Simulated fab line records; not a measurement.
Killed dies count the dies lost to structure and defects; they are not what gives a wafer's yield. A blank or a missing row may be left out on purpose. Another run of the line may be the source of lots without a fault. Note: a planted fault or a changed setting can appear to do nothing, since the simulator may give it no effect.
A lot that was struck, set against a sound lot :: flow sky130 :: 15 out of 708 route steps
Sound: these wafers, L981.1, L981.3, L981.5. Wafers L991.4, L991.5 were the ones struck. The cause is given at the end.
At each step with rows: each side's tool, then ch and its chambers, then its first start. Under that, the readings that differ: sound wafers :: struck wafers :: difference of the means :: sigmas: that difference in standard deviations of wafers without a fault.
alike: a reading whose means differ by less than 2 such deviations, as well as words and numbers matching on both sides. not compared: withheld readings; readings where some wafer has no value; bounds like >300 that might hide an equal value; numbers whose values overlap and for which the record gives no deviation.
The two part at a step that has a row with sigmas, a row that says differs or no value, or rows on one side only. Numbers that have no deviation but don't overlap get no sigmas and don't part them. A reading that every wafer of one side lacks parts them only if that side has two wafers or more.

SKY_NWELL_TW_MEAS_26:
  sound on film metro-03 at day 6 05:17; struck on film metro-02 at day 8 12:49
reading: NWELL_2_TW
sound: 496.7 497.5 497.6
struck: 486.2 489.0
difference: -9.7
sigmas: -3
then, 1 step without rows for these wafers: SKY_NWELL_CLEAN_27 (cleans in SC1/SC2, time 150 s).
SKY_NWELL_RTA_28: time 30 s.
  sound on rtp anneal-02 ch 0, day 6 05:23; struck on rtp anneal-02 ch 0, day 8 12:56
  alike: lamp power pct, ramp up c per s, wafer_temp_C_max
SKY_NWELL_RS_MEAS_29: uses a four-point probe to measure.
  sound on film metro-04 at day 6 05:29; struck on film metro-03 at day 8 13:05
  alike: NWELL_RS
SKY_NWELL_RS_MEAS_31: uses a four-point probe to measure.
  sound on film metro-04 at day 6 05:44; struck on film metro-03 at day 8 13:19
  alike: PWDE_RS
then, 6 steps without rows for these wafers: SKY_VT_ADJUST_HVTP_DEHYDRATE_00 (time 60 s); SKY_VT_ADJUST_HVTP_HMDS_01 (prime time 60 s); SKY_VT_ADJUST_HVTP_COAT_02 (resist thk 1140 nm); SKY_VT_ADJUST_HVTP_SOFTBAKE_03 (time 60 s); SKY_VT_ADJUST_HVTP_EXPOSE_04 (exposes mask HVTPM, target cd 380 nm); SKY_VT_ADJUST_HVTP_PEB_05.
SKY_VT_ADJUST_HVTP_DEVELOP_06: develop time 60 s.
  sound on litho track-01 ch 0, day 7 00:05; struck on litho track-03 ch 0, day 9 10:46
  alike: resist line temp C
SKY_VT_ADJUST_HVTP_CD_MEAS_07: the cd target is 380 nm.
  sound on cd sem-01 at day 7 00:14; struck on cd sem-02 at day 9 10:54
reading: cd nm (nm)
sound: 379.4 379.5 381.6
struck: 256.2 256.5
difference: -123.8
sigmas: -54
SKY_VT_ADJUST_HVTP_OVL_MEAS_08:
  sound on overlay-01 at day 7 00:22; struck on overlay-01 at day 9 10:59
  alike: VT_ADJUST_HVTP_OVL
SKY_PAD_OPEN_PROBE_99:
  rows exist in the record for the sound wafers here (prober-02, day 46 14:52), none for the struck ones

## WHERE THEY PART
Last at SKY_PAD_OPEN_PROBE_99 as far as this record goes, first at SKY_NWELL_TW_MEAS_26.

WHY: what the simulator had put in
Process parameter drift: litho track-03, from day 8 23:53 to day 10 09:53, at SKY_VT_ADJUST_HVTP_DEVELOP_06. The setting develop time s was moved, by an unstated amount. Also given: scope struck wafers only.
